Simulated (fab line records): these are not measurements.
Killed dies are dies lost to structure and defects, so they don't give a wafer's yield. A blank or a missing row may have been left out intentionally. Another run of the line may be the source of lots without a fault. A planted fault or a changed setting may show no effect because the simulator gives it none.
Which of the tools did it? + flow sfq line + Sampling: 14 lots, 42 wafers, 4 of 325 route steps

## WHAT EACH GAUGE READ, for each wafer
Not one reading of a measure or inspect step in the record can be checked against a usual standard deviation.

## WHICH TOOL RAN EACH LOT (tool, then ch and the chambers of the sampled wafers, then the start)
| lot  | SFQ_TRILAYER_L0_STRIP_STRIP_009  | SFQ_TRILAYER_I2_VIA_BARC_OPEN_VIA_ETCH_096 | SFQ_TRILAYER_M3_ETCH_METAL_ETCH_078 | SFQ_TRILAYER_I3_METRO_MEASURE_083 |
|------|----------------------------------|--------------------------------------------|-------------------------------------|-----------------------------------|
| L632 | rie metal-01 ch 1, day 5 08:57   | rie diel-04 ch 1,2, day 39 01:36           | rie metal-04 ch 0,1, day 39 05:10   | film metro-04, day 40 03:55       |
| L633 | rie metal-01 ch 0,1, day 5 13:57 | rie diel-04 ch 0,1, day 39 12:24           | rie metal-02 ch 0,1, day 39 16:02   | film metro-04, day 40 13:07       |
| L634 | rie metal-02 ch 0,1, day 5 18:33 | rie diel-02 ch 0,1,3, day 39 14:48         | rie metal-01 ch 0,1, day 39 19:35   | film metro-04, day 40 18:20       |
| L635 | rie metal-02 ch 0,1, day 5 22:21 | rie diel-04 ch 0,2,3, day 39 17:12         | rie metal-01 ch 0,1, day 39 22:02   | film metro-03, day 40 19:19       |
| L636 | rie metal-04 ch 0, day 5 23:21   | rie diel-02 ch 1,3, day 39 18:24           | rie metal-01 ch 0,1, day 40 00:23   | film metro-04, day 40 21:43       |
| L637 | rie metal-02 ch 0,1, day 6 00:45 | rie diel-04 ch 2,3, day 39 19:36           | rie metal-02 ch 0,1, day 40 01:38   | film metro-03, day 41 00:44       |
| L639 | rie metal-04 ch 0,1, day 6 09:09 | rie diel-02 ch 0,1, day 40 05:12           | rie metal-04 ch 0,1, day 40 08:50   | film metro-03, day 41 09:44       |
| L640 | rie metal-01 ch 0,1, day 6 14:57 | rie diel-04 ch 0,1,2, day 40 08:48         | rie metal-02 ch 0,1, day 40 14:23   | film metro-02, day 41 13:41       |
| L643 | rie metal-02 ch 0,1, day 7 05:23 | rie diel-02 ch 1,3, day 42 03:59           | rie metal-01 ch 1, day 42 07:34     | film metro-04, day 42 22:53       |
| L644 | rie metal-01 ch 0,1, day 7 11:35 | rie diel-02 ch 0,1,3, day 42 08:47         | rie metal-02 ch 0,1, day 42 13:37   | film metro-03, day 43 05:05       |
| L646 | rie metal-04 ch 0,1, day 8 01:47 | rie diel-02 ch 0,1,3, day 43 03:59         | rie metal-04 ch 0,1, day 43 07:46   | film metro-03, day 43 18:20       |
| L647 | rie metal-04 ch 0,1, day 8 08:17 | rie diel-04 ch 0,2, day 43 23:11           | rie metal-01 ch 0, day 44 03:04     | film metro-03, day 44 08:11       |
| L649 | rie metal-04 ch 0,1, day 8 19:05 | rie diel-04 ch 1,2,3, day 44 13:35         | rie metal-04 ch 0,1, day 44 17:10   | film metro-02, day 45 04:37       |
| L651 | rie metal-01 ch 0,1, day 9 05:53 | rie diel-01 ch 0,1,3, day 44 19:35         | rie metal-01 ch 0,1, day 44 23:10   | film metro-03, day 45 13:54       |
- SFQ_TRILAYER_L0_STRIP_STRIP_009: strips in O2.
- SFQ_TRILAYER_I2_VIA_BARC_OPEN_VIA_ETCH_096: etches BARC in O2, target depth 125 nm, time 41.7 s.
- SFQ_TRILAYER_M3_ETCH_METAL_ETCH_078: etches Nb in Cl2/Ar, stops on SiO2, target depth 240 nm, time 120 s.
- SFQ_TRILAYER_I3_METRO_MEASURE_083

## AS READ BY THE TOOLS THEMSELVES (means over the sampled wafers that have a number; for cases with no such wafer, the mark the record gives instead)
SFQ_TRILAYER_L0_STRIP_STRIP_009.
| lot  | tool         | chamber pressure mTorr (mTorr) | drypump motor current A (A) | oes product au (a.u.) |
|------|--------------|--------------------------------|-----------------------------|-----------------------|
| L632 | rie metal-01 | 50.00                          | 6.6                         | 1.001                 |
| L633 | rie metal-01 | 50.03                          | 5.9                         | 1.002                 |
| L634 | rie metal-02 | 49.99                          | 5.5                         | 0.997                 |
| L635 | rie metal-02 | 50.02                          | 5.5                         | 1.004                 |
| L636 | rie metal-04 | 50.01                          | 6.2                         | 1.003                 |
| L637 | rie metal-02 | 49.99                          | 5.9                         | 0.994                 |
| L639 | rie metal-04 | 50.06                          | 6.2                         | 1.008                 |
| L640 | rie metal-01 | 49.98                          | 6.2                         | 1.001                 |
| L643 | rie metal-02 | 49.99                          | 5.9                         | 0.994                 |
| L644 | rie metal-01 | 49.94                          | 5.9                         | 0.991                 |
| L646 | rie metal-04 | 49.98                          | 6.2                         | 1.008                 |
| L647 | rie metal-04 | 60.00                          | 6.2                         | 1.016                 |
| L649 | rie metal-04 | 60.00                          | 6.2                         | 1.017                 |
| L651 | rie metal-01 | 49.98                          | 6.2                         | 0.993                 |

SFQ_TRILAYER_I2_VIA_BARC_OPEN_VIA_ETCH_096.
| lot  | tool        | bias w (W) | drypump motor current A (A) | oes product au (a.u.) |
|------|-------------|------------|-----------------------------|-----------------------|
| L632 | rie diel-04 | 79.86      | 5.9                         | 0.683                 |
| L633 | rie diel-04 | 79.86      | 5.0                         | 0.685                 |
| L634 | rie diel-02 | 80.20      | 6.0                         | 0.681                 |
| L635 | rie diel-04 | 80.17      | 6.1                         | 0.684                 |
| L636 | rie diel-02 | 79.85      | 6.1                         | 0.685                 |
| L637 | rie diel-04 | 80.18      | 6.2                         | 0.686                 |
| L639 | rie diel-02 | 80.02      | 6.0                         | 0.687                 |
| L640 | rie diel-04 | 79.86      | 5.6                         | 0.685                 |
| L643 | rie diel-02 | 79.96      | 6.1                         | 0.686                 |
| L644 | rie diel-02 | 79.97      | 6.0                         | 0.689                 |
| L646 | rie diel-02 | 80.06      | 6.0                         | 0.684                 |
| L647 | rie diel-04 | 79.56      | 6.2                         | 0.687                 |
| L649 | rie diel-04 | 80.07      | 5.8                         | 0.682                 |
| L651 | rie diel-01 | 79.92      | 6.1                         | 0.688                 |

SFQ_TRILAYER_M3_ETCH_METAL_ETCH_078.
| lot  | tool         | bias w (W) | drypump motor current A (A) | oes product au (a.u.) |
|------|--------------|------------|-----------------------------|-----------------------|
| L632 | rie metal-04 | 80.12      | 6.2                         | 0.889                 |
| L633 | rie metal-02 | 80.30      | 5.5                         | 0.905                 |
| L634 | rie metal-01 | 79.94      | 6.2                         | 0.885                 |
| L635 | rie metal-01 | 79.99      | 6.2                         | 0.901                 |
| L636 | rie metal-01 | 79.76      | 5.8                         | 0.886                 |
| L637 | rie metal-02 | 80.05      | 5.5                         | 0.896                 |
| L639 | rie metal-04 | 80.09      | 6.2                         | 0.899                 |
| L640 | rie metal-02 | 79.82      | 5.9                         | 0.889                 |
| L643 | rie metal-01 | 80.10      | 6.6                         | 0.892                 |
| L644 | rie metal-02 | 80.26      | 5.5                         | 0.893                 |
| L646 | rie metal-04 | 80.17      | 6.2                         | 0.901                 |
| L647 | rie metal-01 | 79.94      | 5.5                         | 0.905                 |
| L649 | rie metal-04 | 80.03      | 6.2                         | 0.894                 |
| L651 | rie metal-01 | 80.21      | 5.9                         | 0.900                 |

SFQ_TRILAYER_I3_METRO_MEASURE_083.
| lot  | tool          | thk nm (nm) |
|------|---------------|-------------|
| L632 | film metro-04 | 200.4       |
| L633 | film metro-04 | 199.6       |
| L634 | film metro-04 | 202.2       |
| L635 | film metro-03 | 199.8       |
| L636 | film metro-04 | 199.5       |
| L637 | film metro-03 | 201.6       |
| L639 | film metro-03 | 201.6       |
| L640 | film metro-02 | 200.7       |
| L643 | film metro-04 | 201.6       |
| L644 | film metro-03 | 200.3       |
| L646 | film metro-03 | 200.8       |
| L647 | film metro-03 | 201.4       |
| L649 | film metro-02 | 201.5       |
| L651 | film metro-03 | 201.4       |

## THE ANSWER, worked out from the rows above alone
Rule: usual is defined by the lots themselves. The widest of any qualifying gaps counts: lots, ordered by their means at a reading, are off when they make up no more than a third of the lots, leave a main group of 4 or more, and stand apart from it by 3 or more times the standard deviation of that group's means. Not used: any main group whose means are identical at the precision the tables above print for the reading. A lot without any number at a reading at which 4 lots or more have one is off too. All remaining lots with rows at the step are treated as sound. After the gauges, taken in route order, come the tools' own readings; for these a lot's mean is taken, as printed above. The first step at which some lot is off is used, and at that step the reading that is off furthest; a lot without a number counts as furthest.
Off: L647, L649 (SFQ_TRILAYER_L0_STRIP_STRIP_009, chamber pressure mTorr). Mean 50.00 mTorr and standard deviation 0.029 in the main group.
If a tool, at that step or one of the process steps before it, ran each lot that is off and ran no sound lot following the first of them, it fits. One fits: rie metal-04 at SFQ_TRILAYER_L0_STRIP_STRIP_009. Its last sound lot is L646 (day 8 01:47), its first lot that is off L647 (day 8 08:17): a fault that began between those two fits.
On the lots that are off, the tool's own readings at SFQ_TRILAYER_L0_STRIP_STRIP_009 differ by more than 5 times the standard deviation of the sound lots' means, which bears it out; chamber pressure mTorr reads 60.00 mTorr there versus 50.00 mTorr on the sound lots.

## WHAT HAD BEEN PUT IN BY THE SIMULATOR
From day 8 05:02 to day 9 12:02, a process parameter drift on rie metal-04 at SFQ_TRILAYER_L0_STRIP_STRIP_009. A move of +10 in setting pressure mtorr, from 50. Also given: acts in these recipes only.
Shown lots that were struck: L647, L649. The rule above found the same.
